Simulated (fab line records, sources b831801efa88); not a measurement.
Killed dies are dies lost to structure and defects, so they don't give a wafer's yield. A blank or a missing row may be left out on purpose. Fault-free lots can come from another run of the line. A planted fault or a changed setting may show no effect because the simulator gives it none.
Which tool is to blame? / flow gf180mcu / 11 lots with 33 wafers sampled at 5 steps, on a route of 602 steps

WHAT EACH GAUGE READ, for each wafer
GF_V1_THK_MEAS_03. Usual: V1_CVD_02_THK gives 854 nm (standard deviation 11).
lot=L373; measured=day 17 09:31; on=film-metro-02; V1_CVD_02_THK (nm)=864 876 857; flag=
lot=L375; measured=day 18 06:48; on=film-metro-02; V1_CVD_02_THK (nm)=843 840 856; flag=
lot=L376; measured=day 18 07:07; on=film-metro-03; V1_CVD_02_THK (nm)=832 862 853; flag=
lot=L377; measured=day 18 17:31; on=film-metro-03; V1_CVD_02_THK (nm)=846 856 874; flag=
lot=L381; measured=day 20 06:06; on=film-metro-04; V1_CVD_02_THK (nm)=832 832 858; flag=
lot=L385; measured=day 21 16:40; on=film-metro-03; V1_CVD_02_THK (nm)=840 842 854; flag=
lot=L386; measured=day 22 01:47; on=film-metro-03; V1_CVD_02_THK (nm)=839 841 850; flag=
lot=L387; measured=day 22 09:59; on=film-metro-04; V1_CVD_02_THK (nm)=840 845 852; flag=
lot=L389; measured=day 23 07:54; on=film-metro-03; V1_CVD_02_THK (nm)=945 849 874 944 849 873; flag=OFF
lot=L394; measured=day 24 15:58; on=film-metro-02; V1_CVD_02_THK (nm)=860 851 854; flag=
lot=L395; measured=day 24 17:32; on=film-metro-04; V1_CVD_02_THK (nm)=843 843 861; flag=

GF_V1_CD_MEAS_14 targets a cd of 260 nm. Usual: 260.1 nm for cd-nm, sd 1.2.
lot=L373; measured=day 18 09:47; on=cd-sem-02; cd-nm (nm)=258.4 258.6 259.5; flag=
lot=L375; measured=day 19 06:53; on=cd-sem-01; cd-nm (nm)=259.5 260.0 259.4; flag=
lot=L376; measured=day 19 07:26; on=cd-sem-01; cd-nm (nm)=260.4 261.3 260.4; flag=
lot=L377; measured=day 19 18:08; on=cd-sem-02; cd-nm (nm)=260.0 257.6 259.3; flag=
lot=L381; measured=day 21 06:14; on=cd-sem-02; cd-nm (nm)=261.7 261.6 261.1; flag=
lot=L385; measured=day 22 16:15; on=cd-sem-02; cd-nm (nm)=258.3 259.8 259.8; flag=
lot=L386; measured=day 23 06:32; on=cd-sem-01; cd-nm (nm)=259.1 259.3 258.7; flag=
lot=L387; measured=day 23 10:03; on=cd-sem-01; cd-nm (nm)=259.6 259.0 259.8; flag=
lot=L389; measured=day 24 05:46; on=cd-sem-01; cd-nm (nm)=262.4 261.2 261.0; flag=
lot=L394; measured=day 25 13:54; on=cd-sem-02; cd-nm (nm)=260.3 260.9 260.5; flag=
lot=L395; measured=day 25 15:28; on=cd-sem-02; cd-nm (nm)=260.5 259.7 261.8; flag=

EACH LOT AND THE TOOL THAT RAN IT (in order: tool; ch and the chambers of the sampled wafers; start)
lot=L373; GF_CONTACT_SPUTTER_23=pvd-sputter-01, day 16 08:46; GF_V1_CVD_02=pecvd-04 ch 1,2, day 17 09:26; GF_V1_CMP_04=cmp-01 ch 1,2,3, day 17 09:53
lot=L375; GF_CONTACT_SPUTTER_23=pvd-sputter-01, day 17 05:48; GF_V1_CVD_02=pecvd-04 ch 0,1, day 18 06:44; GF_V1_CMP_04=cmp-01 ch 0,1,2, day 18 06:52
lot=L376; GF_CONTACT_SPUTTER_23=pvd-sputter-02, day 17 06:09; GF_V1_CVD_02=pecvd-02 ch 1,2, day 18 07:01; GF_V1_CMP_04=cmp-02 ch 0,2,3, day 18 07:18
lot=L377; GF_CONTACT_SPUTTER_23=pvd-sputter-01, day 17 14:41; GF_V1_CVD_02=pecvd-03 ch 0,2, day 18 17:26; GF_V1_CMP_04=cmp-02 ch 0,1,3, day 18 17:40
lot=L381; GF_CONTACT_SPUTTER_23=pvd-sputter-03, day 19 04:04; GF_V1_CVD_02=pecvd-04 ch 1,2, day 20 06:02; GF_V1_CMP_04=cmp-02 ch 0,2, day 20 06:09
lot=L385; GF_CONTACT_SPUTTER_23=pvd-sputter-01, day 20 15:13; GF_V1_CVD_02=pecvd-02 ch 0,2, day 21 16:34; GF_V1_CMP_04=cmp-01 ch 0,2,3, day 21 16:42
lot=L386; GF_CONTACT_SPUTTER_23=pvd-sputter-01, day 21 00:37; GF_V1_CVD_02=pecvd-03 ch 0,1,2, day 22 01:43; GF_V1_CMP_04=cmp-02 ch 0,1,3, day 22 01:51
lot=L387; GF_CONTACT_SPUTTER_23=pvd-sputter-02, day 21 08:16; GF_V1_CVD_02=pecvd-02 ch 0,1, day 22 09:55; GF_V1_CMP_04=cmp-01 ch 2,3, day 22 10:13
lot=L389; GF_CONTACT_SPUTTER_23=pvd-sputter-03, day 22 02:26; GF_V1_CVD_02=pecvd-03 ch 0,1,2, day 23 07:50; GF_V1_CMP_04=cmp-01 ch 0,1, day 23 10:28
lot=L394; GF_CONTACT_SPUTTER_23=pvd-sputter-02, day 23 16:17; GF_V1_CVD_02=pecvd-02 ch 0,1,2, day 24 15:54; GF_V1_CMP_04=cmp-01 ch 1,2,3, day 24 16:06
lot=L395; GF_CONTACT_SPUTTER_23=pvd-sputter-02, day 23 17:35; GF_V1_CVD_02=pecvd-02 ch 1,2, day 24 17:28; GF_V1_CMP_04=cmp-02 ch 0,1,2, day 24 17:36
- GF_CONTACT_SPUTTER_23: material TiN, target thk 10 nm, time 40 s.
- GF_V1_CVD_02: deposits SiO2 from TEOS, target thk 850 nm, time 94.851 s.
- GF_V1_CMP_04: polishes SiO2.

WHAT THE TOOLS THEMSELVES READ (means of the sampled wafers that have a number; where no wafer has one, the mark that the record gives instead)
GF_CONTACT_SPUTTER_23. Usual: chamber-pressure-pa 5.000 Pa, standard deviation 0.011; throttle-valve-pct 29.6 %, standard deviation 0.95.
lot=L373; tool=pvd-sputter-01; chamber-pressure-pa (Pa)=5.005; throttle-valve-pct (%)=30.0; flag=
lot=L375; tool=pvd-sputter-01; chamber-pressure-pa (Pa)=5.005; throttle-valve-pct (%)=30.8; flag=
lot=L376; tool=pvd-sputter-02; chamber-pressure-pa (Pa)=5.009; throttle-valve-pct (%)=29.1; flag=
lot=L377; tool=pvd-sputter-01; chamber-pressure-pa (Pa)=4.999; throttle-valve-pct (%)=30.5; flag=
lot=L381; tool=pvd-sputter-03; chamber-pressure-pa (Pa)=4.992; throttle-valve-pct (%)=28.7; flag=
lot=L385; tool=pvd-sputter-01; chamber-pressure-pa (Pa)=4.997; throttle-valve-pct (%)=30.5; flag=
lot=L386; tool=pvd-sputter-01; chamber-pressure-pa (Pa)=4.996; throttle-valve-pct (%)=30.7; flag=
lot=L387; tool=pvd-sputter-02; chamber-pressure-pa (Pa)=4.997; throttle-valve-pct (%)=28.9; flag=
lot=L389; tool=pvd-sputter-03; chamber-pressure-pa (Pa)=5.004; throttle-valve-pct (%)=30.2; flag=
lot=L394; tool=pvd-sputter-02; chamber-pressure-pa (Pa)=4.984; throttle-valve-pct (%)=29.1; flag=
lot=L395; tool=pvd-sputter-02; chamber-pressure-pa (Pa)=4.999; throttle-valve-pct (%)=29.4; flag=

GF_V1_CVD_02. Usual: heater-power-w 718 W, standard deviation 65; run-length-s 122.6 s, standard deviation 0.36.
lot=L373; tool=pecvd-04; heater-power-w (W)=590; run-length-s (s)=122.8; flag=
lot=L375; tool=pecvd-04; heater-power-w (W)=750; run-length-s (s)=122.9; flag=
lot=L376; tool=pecvd-02; heater-power-w (W)=725; run-length-s (s)=122.5; flag=
lot=L377; tool=pecvd-03; heater-power-w (W)=741; run-length-s (s)=122.4; flag=
lot=L381; tool=pecvd-04; heater-power-w (W)=622; run-length-s (s)=122.6; flag=
lot=L385; tool=pecvd-02; heater-power-w (W)=746; run-length-s (s)=122.2; flag=
lot=L386; tool=pecvd-03; heater-power-w (W)=724; run-length-s (s)=122.4; flag=
lot=L387; tool=pecvd-02; heater-power-w (W)=726; run-length-s (s)=122.7; flag=
lot=L389; tool=pecvd-03; heater-power-w (W)=738; run-length-s (s)=126.1; flag=OFF
lot=L394; tool=pecvd-02; heater-power-w (W)=665; run-length-s (s)=122.3; flag=
lot=L395; tool=pecvd-02; heater-power-w (W)=766; run-length-s (s)=122.4; flag=

GF_V1_CMP_04. Usual: motor-current-A 11.7 A, standard deviation 1.1; retaining-ring-pressure-frac 1.000, standard deviation 0.0052; time-to-endpoint-s 82 s, standard deviation 5.3.
lot=L373; tool=cmp-01; motor-current-A (A)=11.4; retaining-ring-pressure-frac=1.003; time-to-endpoint-s (s)=91; flag=
lot=L375; tool=cmp-01; motor-current-A (A)=10.9; retaining-ring-pressure-frac=1.000; time-to-endpoint-s (s)=84; flag=
lot=L376; tool=cmp-02; motor-current-A (A)=12.1; retaining-ring-pressure-frac=0.997; time-to-endpoint-s (s)=78; flag=
lot=L377; tool=cmp-02; motor-current-A (A)=12.4; retaining-ring-pressure-frac=0.995; time-to-endpoint-s (s)=82; flag=
lot=L381; tool=cmp-02; motor-current-A (A)=11.5; retaining-ring-pressure-frac=1.003; time-to-endpoint-s (s)=79; flag=
lot=L385; tool=cmp-01; motor-current-A (A)=10.8; retaining-ring-pressure-frac=0.997; time-to-endpoint-s (s)=74; flag=
lot=L386; tool=cmp-02; motor-current-A (A)=12.8; retaining-ring-pressure-frac=1.003; time-to-endpoint-s (s)=74; flag=
lot=L387; tool=cmp-01; motor-current-A (A)=11.4; retaining-ring-pressure-frac=1.000; time-to-endpoint-s (s)=78; flag=
lot=L389; tool=cmp-01; motor-current-A (A)=10.9; retaining-ring-pressure-frac=1.009; time-to-endpoint-s (s)=98; flag=OFF
lot=L394; tool=cmp-01; motor-current-A (A)=11.5; retaining-ring-pressure-frac=1.000; time-to-endpoint-s (s)=81; flag=
lot=L395; tool=cmp-02; motor-current-A (A)=13.0; retaining-ring-pressure-frac=1.004; time-to-endpoint-s (s)=82; flag=

THE ANSWER, worked out from the rows above alone
Rule: a lot counts as off when the mean over its wafers that have a number is more than 3 standard deviations away from the usual mean. Also off: a lot with no number at a reading for which 4 or more lots have one. The other lots that the step has rows for count as sound. The gauges are gone through in route order, then the tools' own readings, and for those a lot's mean is taken as printed above. The first step at which some lot is off is used, and at that step the reading that is off furthest; a lot without a number counts as furthest.
Off: at GF_V1_THK_MEAS_03 (V1_CVD_02_THK), L389.
A tool fits if, at a process step before that reading, it ran every lot that is off, and no sound lot after the first of them. Not tried: the gauges at GF_V1_THK_MEAS_03; whatever is off there is also off at GF_V1_CVD_02, on other tools, and gauge error can't account for it. Can't be told from this: 2 tools fit, pvd-sputter-03 at GF_CONTACT_SPUTTER_23, pecvd-03 at GF_V1_CVD_02.

WHAT THE SIMULATOR HAD INSERTED
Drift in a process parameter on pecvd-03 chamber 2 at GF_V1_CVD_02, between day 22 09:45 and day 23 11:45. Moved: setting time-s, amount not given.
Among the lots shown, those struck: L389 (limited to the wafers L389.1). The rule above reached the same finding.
